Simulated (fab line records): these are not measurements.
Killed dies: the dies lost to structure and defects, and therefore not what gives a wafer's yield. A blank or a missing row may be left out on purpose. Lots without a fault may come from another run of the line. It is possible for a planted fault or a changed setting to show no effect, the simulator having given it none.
Which tool is to blame? ; flow gf180mcu ; 14 lots with 42 wafers sampled at 4 steps, on a route of 602 steps

## WHAT THE GAUGES READ, wafer by wafer
GF_VT_IMPLANT_RS_MEAS_46: the measuring method here is four-point-probe. Usual: for MVSD_RS the level is 457.1 ohm/sq and the standard deviation is 1.
lot;measured;on;MVSD_RS (ohm/sq);flag
L781;day 7 14:20;film metro-01;456.6 456.3 455.8;
L782;day 7 21:15;film metro-04;457.8 457.2 457.6;
L786;day 9 00:56;film metro-04;458.2 457.2 457.5;
L787;day 9 06:47;film metro-04;457.2 457.3 457.0;
L788;day 9 12:22;film metro-01;458.0 457.6 458.7;
L789;day 9 19:35;film metro-04;456.1 457.2 456.5;
L790;day 10 02:41;film metro-04;458.6 459.3 458.6;
L791;day 10 06:27;film metro-01;456.0 455.7 457.0;
L797;day 11 19:51;film metro-04;458.2 458.2 458.2;
L800;day 12 15:38;film metro-04;457.4 456.8 457.6;
L801;day 12 18:28;film metro-04;457.5 457.8 457.8;
L802;day 13 03:44;film metro-01;456.3 457.1 456.6;
L803;day 13 10:15;film metro-01;457.7 456.2 457.5;
L804;day 13 17:06;film metro-03;457.2 456.4 456.5;

GF_POLY_GATE_CD_MEAS_10 targets a cd of 280 nm. Usual: cd nm 280.1 nm, standard deviation 1.2.
lot;measured;on;cd nm (nm);flag
L781;day 9 08:22;cd sem-02;280.1 279.4 278.9;
L782;day 9 17:17;cd sem-02;282.8 283.1 283.0;
L786;day 11 02:10;cd sem-01;280.1 279.7 279.7;
L787;day 11 02:23;cd sem-02;279.9 280.8 281.0;
L788;day 11 11:14;cd sem-01;278.4 278.6 277.1;
L789;day 11 23:05;cd sem-02;280.0 279.8 280.9;
L790;day 12 04:26;cd sem-01;278.5 276.5 277.6;
L791;day 12 04:35;cd sem-01;281.2 280.8 280.8;
L797;day 13 22:56;cd sem-02;278.2 279.3 279.5;
L800;day 14 20:37;cd sem-01;280.8 280.7 279.0;
L801;day 14 19:51;cd sem-01;281.3 280.7 280.7;
L802;day 15 06:41;cd sem-01;280.9 280.9 281.2;
L803;day 15 16:12;cd sem-02;280.4 281.4 278.7;
L804;day 15 16:55;cd sem-01;279.4 278.9 280.3;

## TOOL THAT RAN EACH LOT (tool first, then ch and the chambers of the sampled wafers, then the start)
lot;GF_DUAL_GATE_STRIP_13;GF_POLY_GATE_DEVELOP_09
L781;plasma asher-01 ch 0,1, day 8 08:04;litho track-01 ch 0, day 9 08:14
L782;plasma asher-03 ch 0,1, day 8 18:27;litho track-02 ch 0, day 9 17:08
L786;plasma asher-02 ch 0,1, day 10 01:34;litho track-02 ch 0, day 11 02:01
L787;plasma asher-01 ch 0,1, day 10 05:09;litho track-03 ch 0, day 11 02:14
L788;plasma asher-02 ch 0,1, day 10 10:46;litho track-02 ch 0, day 11 11:05
L789;plasma asher-03 ch 0,1, day 10 19:43;litho track-03 ch 0, day 11 22:56
L790;plasma asher-01 ch 0,1, day 11 02:28;litho track-03 ch 0, day 12 04:17
L791;plasma asher-03 ch 0,1, day 11 02:43;litho track-01 ch 0, day 12 04:26
L797;plasma asher-03 ch 0,1, day 12 17:02;litho track-01 ch 0, day 13 22:49
L800;plasma asher-02 ch 0,1, day 13 20:14;litho track-03 ch 0, day 14 20:29
L801;plasma asher-02 ch 0,1, day 13 19:46;litho track-01 ch 0, day 14 19:43
L802;plasma asher-01 ch 0,1, day 14 04:52;litho track-01 ch 0, day 15 06:32
L803;plasma asher-02 ch 0,1, day 14 15:19;litho track-03 ch 0, day 15 16:04
L804;plasma asher-02 ch 0,1, day 14 16:53;litho track-02 ch 0, day 15 16:47
- GF_DUAL_GATE_STRIP_13: strips in O2/N2.
- GF_POLY_GATE_DEVELOP_09: develop time 60 s.

## AS READ BY THE TOOLS THEMSELVES (means over the sampled wafers that have a number; for cases with no such wafer, the mark the record gives instead)
GF_DUAL_GATE_STRIP_13. Usual: chamber pressure mTorr 1499.9 mTorr, standard deviation 1.4; drypump motor current A 5.7 A, standard deviation 0.37; heater power w 324 W, standard deviation 23; n2 flow sccm 300.0 sccm, standard deviation 0.87; oes product au 0.716 a.u., standard deviation 0.0044; strip time to endpoint s 12.64 s, standard deviation 0.03.
lot;tool;chamber pressure mTorr (mTorr);drypump motor current A (A);heater power w (W);n2 flow sccm (sccm);oes product au (a.u.);strip time to endpoint s (s);flag
L781;plasma asher-01;1500.1;5.4;307;299.9;0.715;12.65;
L782;plasma asher-03;1501.1;6.2;310;300.0;0.719;12.64;
L786;plasma asher-02;1500.1;5.7;351;299.5;0.714;12.62;
L787;plasma asher-01;1499.8;5.5;305;299.7;0.717;12.66;
L788;plasma asher-02;1497.8;5.6;360;300.4;0.715;12.59;
L789;plasma asher-03;1499.6;6.2;315;299.6;0.715;12.65;
L790;plasma asher-01;1501.1;5.4;312;299.4;0.715;12.63;
L791;plasma asher-03;1498.7;6.0;315;299.6;0.720;12.64;
L797;plasma asher-03;1501.0;6.0;318;298.9;0.719;12.64;
L800;plasma asher-02;1500.5;5.6;365;300.5;0.718;12.61;
L801;plasma asher-02;1499.9;5.6;347;300.6;0.709;12.61;
L802;plasma asher-01;1499.2;5.5;308;300.0;0.716;12.61;
L803;plasma asher-02;1500.8;5.6;351;299.1;0.718;12.65;
L804;plasma asher-02;1499.6;5.6;363;300.3;0.716;12.64;

GF_POLY_GATE_DEVELOP_09. Usual: chill plate temp C 23.00 C, standard deviation 0.099; developer temp C 20.97 C, standard deviation 0.11.
lot;tool;chill plate temp C (C);developer temp C (C);flag
L781;litho track-01;22.98;21.10;
L782;litho track-02;22.93;21.08;
L786;litho track-02;23.12;20.96;
L787;litho track-03;22.98;20.99;
L788;litho track-02;22.95;20.81;
L789;litho track-03;23.00;20.91;
L790;litho track-03;22.99;21.04;
L791;litho track-01;23.11;21.07;
L797;litho track-01;22.85;20.93;
L800;litho track-03;22.97;20.88;
L801;litho track-01;23.00;21.66;OFF
L802;litho track-01;23.03;21.78;OFF
L803;litho track-03;22.99;20.97;
L804;litho track-02;22.87;20.95;

## THE ANSWER, worked out from the rows above alone
Rule: a lot counts as off when the mean over its wafers that have a number is more than 3 standard deviations away from the usual mean. A lot without any number at a reading at which 4 lots or more have one is off too. The other lots that the step has rows for count as sound. After the gauges, taken in route order, come the tools' own readings; for these a lot's mean is taken, as printed above. The first step at which some lot is off is used, and at that step the reading that is off furthest; a lot without a number counts as furthest.
Off: L801, L802 (GF_POLY_GATE_DEVELOP_09, developer temp C).
A tool fits if, at that step or a process step before it, it ran every lot that is off, and no sound lot after the first of them. One candidate fits, namely litho track-01 at GF_POLY_GATE_DEVELOP_09. Its last sound lot is L797 (day 13 22:49), its first lot that is off L801 (day 14 19:43): a fault that began between those two fits.
The tool's own readings at GF_POLY_GATE_DEVELOP_09 bear it out: on the lots that are off they differ by more than 5 times the standard deviation of the sound lots' means. developer temp C reads 21.72 C there against 20.97 C on the sound lots.

## WHAT THE SIMULATOR HAD INSERTED
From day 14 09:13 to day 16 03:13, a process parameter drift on litho track-01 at GF_POLY_GATE_DEVELOP_09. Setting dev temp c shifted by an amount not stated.
Shown lots that were struck: L801, L802. Same finding as the rule above.
